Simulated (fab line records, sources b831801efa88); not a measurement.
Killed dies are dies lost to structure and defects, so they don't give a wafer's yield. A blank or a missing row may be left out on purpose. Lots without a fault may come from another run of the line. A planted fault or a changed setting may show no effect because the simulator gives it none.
Chamber matching | flow sky130 | SKY_VIA1_ETCH_15 on rie_diel-01: 4 sister chambers
The step etches SiO2 in C4F8/O2/Ar, stops on TiN, target depth 351 nm, time 54 s. 24 wafers are shown with their chamber, then 12 later ones without.

WAFERS WITH THEIR CHAMBER
wafer  | chamber | bias_w (W) | oes_product_au (a.u.)
L075.2 | 2       | 1201       | 0.978
L075.4 | 3       | 1201       | 0.985
L075.5 | 2       | 1194       | 0.967
L079.1 | 2       | 1204       | 0.978
L079.3 | 3       | 1203       | 0.990
L079.5 | 3       | 1201       | 0.970
L082.1 | 2       | 1200       | 0.980
L082.2 | 0       | 1201       | 0.985
L082.5 | 1       | 1201       | 0.964
L084.1 | 0       | 1203       | 0.972
L084.3 | 2       | 1205       | 0.970
L084.6 | 1       | 1199       | 0.976
L085.2 | 3       | 1201       | 0.979
L085.5 | 0       | 1201       | 0.986
L085.6 | 1       | 1196       | 0.981
L086.4 | 2       | 1199       | 0.982
L086.5 | 0       | 1204       | 0.987
L086.6 | 1       | 1193       | 0.975
L088.2 | 3       | 1198       | 0.981
L088.4 | 0       | 1205       | 0.977
L088.5 | 2       | 1205       | 0.976
L089.3 | 3       | 1194       | 0.979
L089.4 | 0       | 1199       | 0.973
L089.5 | 0       | 1202       | 0.977

SIGNATURES (means of the wafers above)
reading        | chamber 0 | chamber 1 | chamber 2 | chamber 3 | scatter within a chamber
bias_w         | 1202.14   | 1197.25   | 1201.14   | 1199.67   | 3.22
oes_product_au | 0.97957   | 0.97400   | 0.97586   | 0.98067   | 0.00631
Rule: a wafer's distance from a chamber is the root of the sum, over the readings, of the square of ((its reading less the chamber's mean) divided by the reading's scatter). The wafer belongs to the nearest chamber; if the next one is less than 2 further off, it can't be placed. The scatter: the root of (the sum of the squares of (reading less its chamber's mean) over the shown wafers, divided by (wafers less chambers)).

WAFERS WITHOUT THEIR CHAMBER
wafer  | bias_w (W) | oes_product_au (a.u.)
L090.1 | 1196       | 0.971
L090.4 | 1207       | 0.984
L090.6 | 1195       | 0.970
L091.3 | 1199       | 0.975
L091.5 | 1199       | 0.977
L091.6 | 1202       | 0.986
L095.1 | 1196       | 0.972
L095.2 | 1205       | 0.979
L095.4 | 1200       | 0.970
L097.2 | 1201       | 0.978
L097.3 | 1196       | 0.984
L097.5 | 1195       | 0.976

WHICH CHAMBER EACH WENT THROUGH
wafer  | from the rows above               | in truth
L090.1 | can't be placed: 1 or 2 or 3 or 0 | 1
L090.4 | can't be placed: 0 or 2 or 3 or 1 | 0
L090.6 | can't be placed: 1 or 2 or 3 or 0 | 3
L091.3 | can't be placed: 1 or 2 or 3 or 0 | 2
L091.5 | can't be placed: 3 or 2 or 1 or 0 | 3
L091.6 | can't be placed: 0 or 3 or 2 or 1 | 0
L095.1 | can't be placed: 1 or 2 or 3 or 0 | 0
L095.2 | can't be placed: 0 or 2 or 3 or 1 | 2
L095.4 | can't be placed: 2 or 1 or 0 or 3 | 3
L097.2 | can't be placed: 2 or 0 or 3 or 1 | 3
L097.3 | can't be placed: 3 or 1 or 0 or 2 | 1
L097.5 | can't be placed: 1 or 3 or 2 or 0 | 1
Placed correctly: 0 of 12. Can't be placed from these rows: 12 (the true chamber is among the candidates in 12). Placed wrongly: 0.
